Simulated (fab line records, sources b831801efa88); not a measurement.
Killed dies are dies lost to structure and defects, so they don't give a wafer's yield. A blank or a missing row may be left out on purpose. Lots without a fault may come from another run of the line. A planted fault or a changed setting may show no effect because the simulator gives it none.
One fault seen from 2 desks | flow sfq_line | each desk has only its own numbers; what lay behind them comes last

THE METROLOGY DESK
What the gauges read, lot by lot, whatever tool the lot ran on: means of the sampled wafers that have a number. A lot is out of limits, marked OUT, if its mean lies more than 4 standard deviations from the usual mean; the brackets give that distance.
Columns: A = L0V_OVL at SFQ_L0V_OVL_MEAS_903, usual 4 nm
lot  | first seen here | A
L918 | day 5 04:38     | 3
L929 | day 7 22:11     | 1
L931 | day 8 07:47     | 6
L934 | day 9 02:59     | 4
L935 | day 9 15:49     | 3
L936 | day 9 19:25     | -1
L938 | day 10 06:13    | 5
This desk's finding: nothing out of limits on any of the 7 lots.

THE TOOL OWNER'S DESK: litho_track-01
The tool's own readings at SFQ_TRILAYER_L0_VIA_LITHO_COAT_013 (resist thk 650 nm): means of the sampled wafers that have a number, for each lot that ran on this tool. A lot is out of limits, marked OUT, if its mean lies more than 4 standard deviations from the usual mean; the brackets give that distance.
Columns: A = spin_speed_rpm at SFQ_TRILAYER_L0_VIA_LITHO_COAT_013, usual 3000.1 rpm
lot  | first seen here | A
L918 | day 3 14:35     | 3001.3
L931 | day 6 18:56     | 2900.2 (-53) OUT
L934 | day 7 11:53     | 2898.3 (-54) OUT
L936 | day 7 23:12     | 2896.8 (-54) OUT
This desk's finding: out of limits on L931, L934, L936; first on L931, day 6 18:56 (spin_speed_rpm at SFQ_TRILAYER_L0_VIA_LITHO_COAT_013). In limits: L918.

PUT TOGETHER
The tool owner's desk could have raised an alarm at day 6 18:56, on L931, L934, L936.
The metrology desk saw nothing out of limits.
The metrology desk has L931, L934, L936 on record, within its limits.
Of the lots named, all ran SFQ_TRILAYER_L0_VIA_LITHO_COAT_013 on litho_track-01.

WHAT THE SIMULATOR HAD PUT IN
Process parameter drift: litho_track-01, from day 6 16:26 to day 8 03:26, at SFQ_TRILAYER_L0_VIA_LITHO_COAT_013. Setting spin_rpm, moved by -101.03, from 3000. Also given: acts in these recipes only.
Lots struck among those shown: L931, L934, L936.
Hours from the fault's start to each desk's first reading out of limits: the tool owner's desk, 2.
